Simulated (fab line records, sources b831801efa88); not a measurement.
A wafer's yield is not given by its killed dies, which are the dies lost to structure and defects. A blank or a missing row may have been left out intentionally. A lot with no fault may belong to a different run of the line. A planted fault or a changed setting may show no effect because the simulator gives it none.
Problem report, 8D (eight disciplines) form, completed by code -- flow gf180mcu -- the parts of the form that need people (team, actions taken, sign-off) are left out

== 1. WHAT WENT WRONG ==
POLY_GATE_CVD_00_THK at GF_POLY_GATE_THK_MEAS_01 reads a mean of 254.1 nm on 6 wafers of 2 lots; wafers without a fault read 199.3 nm with a standard deviation of 1.9. That puts it +29 standard deviations away from the usual mean.
The first sign was on wafer L323.2 at day 11 12:32, on film_metro-03. The record has a number at this step for 42 wafers belonging to 14 lots. By rule, "out" or "out of limits" means more than 4 standard deviations away from the usual mean. All remaining wafers that have a number are taken as sound.

== 2. WHAT IT IS, AND WHAT IT ISN'T ==
question,is,is not
which readings at this step,POLY_GATE_CVD_00_THK,-
which lots,"L323, L325","L313, L314, L315, L316, L317, L319, L321, L331, L333, L334, L335, L336"
which wafers of those lots,all that have a number,-
read on which gauges,film_metro-03,"film_metro-02, film_metro-04"
when,from day 11 12:32,"up to then (21 sound wafers); but 15 sound wafers of L331, L333, L334, L335, L336 came after"

== 3. SUSPECTS, AND WHAT RULES EACH OUT ==
Counting: a tool at any process step up to the reading remains a suspect when it ran all the lots that are out and ran no sound lot after the first of those.
- the gauge at GF_POLY_GATE_THK_MEAS_01: ruled out. All the wafers that are out were read on film_metro-03, but those of them that GF_POLY_GATE_CVD_00 has rows for are out there too, on other tools.
- lpcvd-02 at GF_POLY_GATE_CVD_00 (deposits poly-Si, target thk 200 nm, time 1200 s): ruled out as a lasting fault. After its first lot that is out, L323 (day 11 11:11), sound lots L334, L335 ran on it.
Left after counting: nothing in the record.

== 4. THE CAUSE (what the simulator had put in) ==
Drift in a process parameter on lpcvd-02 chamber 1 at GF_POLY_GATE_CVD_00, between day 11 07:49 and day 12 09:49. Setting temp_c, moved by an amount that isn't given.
Counting ruled it out, wrongly: the rule takes a fault to strike every lot that its tool runs from its start on, and this one did not.

== 5. THE EFFECT CHAIN, in route order ==
Each row: a reading whose mean over the struck wafers that have a number lies more than 3 standard deviations from the usual. Only readings for which the record gives a usual standard deviation are gone through. hours: the time from each lot's start at the first step in this table that gives one to its start at this step, as a median over the lots. sigmas: the change in usual standard deviations.
hours,step,reading,usual,on struck wafers,change,sigmas
0,GF_POLY_GATE_CVD_00,spike_tc_bottom_C,639.8 C,650.2,+10.5,+5.2
0,GF_POLY_GATE_CVD_00,spike_tc_centre_C,620.3 C,632.1,+11.8,+9.1
0,GF_POLY_GATE_CVD_00,spike_tc_lower_C,620.7 C,632.0,+11.3,+10
0,GF_POLY_GATE_CVD_00,spike_tc_top_C,638.9 C,649.7,+10.8,+4.5
0,GF_POLY_GATE_CVD_00,spike_tc_upper_C,619.8 C,629.8,+10.0,+8.3
0,GF_POLY_GATE_CVD_00,susceptor_temp_C,620.02 C,630.68,+10.66,+36
1,GF_POLY_GATE_THK_MEAS_01,POLY_GATE_CVD_00_THK,199.3 nm,254.1,+54.8,+29
It contains these process steps:
- GF_POLY_GATE_CVD_00: deposits poly-Si, target thk 200 nm, time 1200 s.
Later measuring or inspecting steps at which every struck wafer that the step has a row for has a number for every such reading, and none has moved that far: GF_HV_LDD_OVL_MEAS_32.

== 6. HOW IT WOULD HAVE BEEN CAUGHT EARLIER ==
5 hours passed between the start of the fault at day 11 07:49 and the first reading out of limits at a measuring or inspecting step in this record, taken at day 11 12:32.
At GF_POLY_GATE_CVD_00, the tool's own readings (spike_tc_bottom_C, spike_tc_centre_C, spike_tc_lower_C, spike_tc_upper_C, susceptor_temp_C) were out on each struck wafer the step has a row for, so an alarm limit on them would have fired on the first such wafer.
